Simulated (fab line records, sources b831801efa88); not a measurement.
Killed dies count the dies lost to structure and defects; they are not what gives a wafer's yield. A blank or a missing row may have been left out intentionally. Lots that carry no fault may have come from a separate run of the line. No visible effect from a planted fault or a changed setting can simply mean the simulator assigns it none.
Code-filled problem report in 8D (eight disciplines) form :: flow gf180mcu :: the parts of the form that need people (team, actions taken, sign-off) are left out

1. WHAT IS WRONG
Mean of spin speed rpm at GF_DUAL_GATE_COAT_06: 2577.2 rpm across 6 wafers in 2 lots; on wafers with no fault it is 3000.1 rpm (standard deviation 1.8). That is -99 or more standard deviations from the usual mean.
The step: resist thk 1000 nm.
Earliest sighting: wafer L441.1 on litho track-01 at day 11 22:25. Wafers with a number at this step in the record: 39, from 13 lots. The rule behind "out" and "out of limits": a value lying over 4 standard deviations away from the usual mean. The other wafers with a number count as sound.

2. WHAT IT IS; WHAT IT IS NOT
question: which readings at this step
is: spin speed rpm
is not: -

question: which lots
is: L441, L443
is not: L428, L430, L431, L432, L433, L434, L435, L439, L447, L448, L449

question: which wafers of those lots
is: all that have a number
is not: -

question: read on which tools
is: litho track-01
is not: litho track-03, litho track-04

question: when
is: from day 11 22:25
is not: up to then (24 sound wafers); but 9 sound wafers of L447, L448, L449 came after

3. THE SUSPECTS, EACH WITH WHAT RULES IT OUT
Counting: any tool at a process step up to the reading is kept as a suspect provided that every lot that is out went through it and no sound lot did after the first of them.
- litho track-01 at GF_DUAL_GATE_COAT_06 (resist thk 1000 nm): kept. Every lot that is out went through it, starting with L441 (day 11 22:25), and after that it ran no sound lot; the last sound lot it ran before then is L435 (day 10 13:27). On those wafers its own readings are out: spin speed rpm.
The count leaves litho track-01 at GF_DUAL_GATE_COAT_06.

4. THE CAUSE (what the simulator had put in)
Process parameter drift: litho track-01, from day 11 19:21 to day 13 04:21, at GF_DUAL_GATE_COAT_06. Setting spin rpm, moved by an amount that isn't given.
Counting left only this tool.

5. SEQUENCE OF EFFECTS, ordered by route
Each row: a reading whose mean over the struck wafers that have a number lies more than 3 standard deviations from the usual. Only readings for which the record gives a usual standard deviation are gone through. hours: the time from each lot's start at the first step in this table that gives one to its start at this step, as a median over the lots. sigmas: the change in usual standard deviations.
hours: 0
step: GF_DUAL_GATE_COAT_06
reading: spin speed rpm
usual: 3000.1 rpm
on struck wafers: 2577.2
change: -422.9
sigmas: -99 or more

hours: 10
step: GF_DUAL_GATE_STRIP_13
reading: strip time to endpoint s
usual: 12.64 s
on struck wafers: 13.51
change: +0.87
sigmas: +22
Here are the process steps it includes:
- GF_DUAL_GATE_COAT_06: resist thk 1000 nm.
- GF_DUAL_GATE_STRIP_13: strips in O2/N2.
Later measuring or inspecting steps at which every struck wafer that the step has a row for has a number for every such reading, and none has moved that far: GF_CONTACT_OVL_MEAS_15, GF_V1_THK_MEAS_01.

6. HOW IT WOULD HAVE BEEN CAUGHT EARLIER
In this record the first reading out of limits was taken at day 11 22:25, 3 hours after the fault began at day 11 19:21.
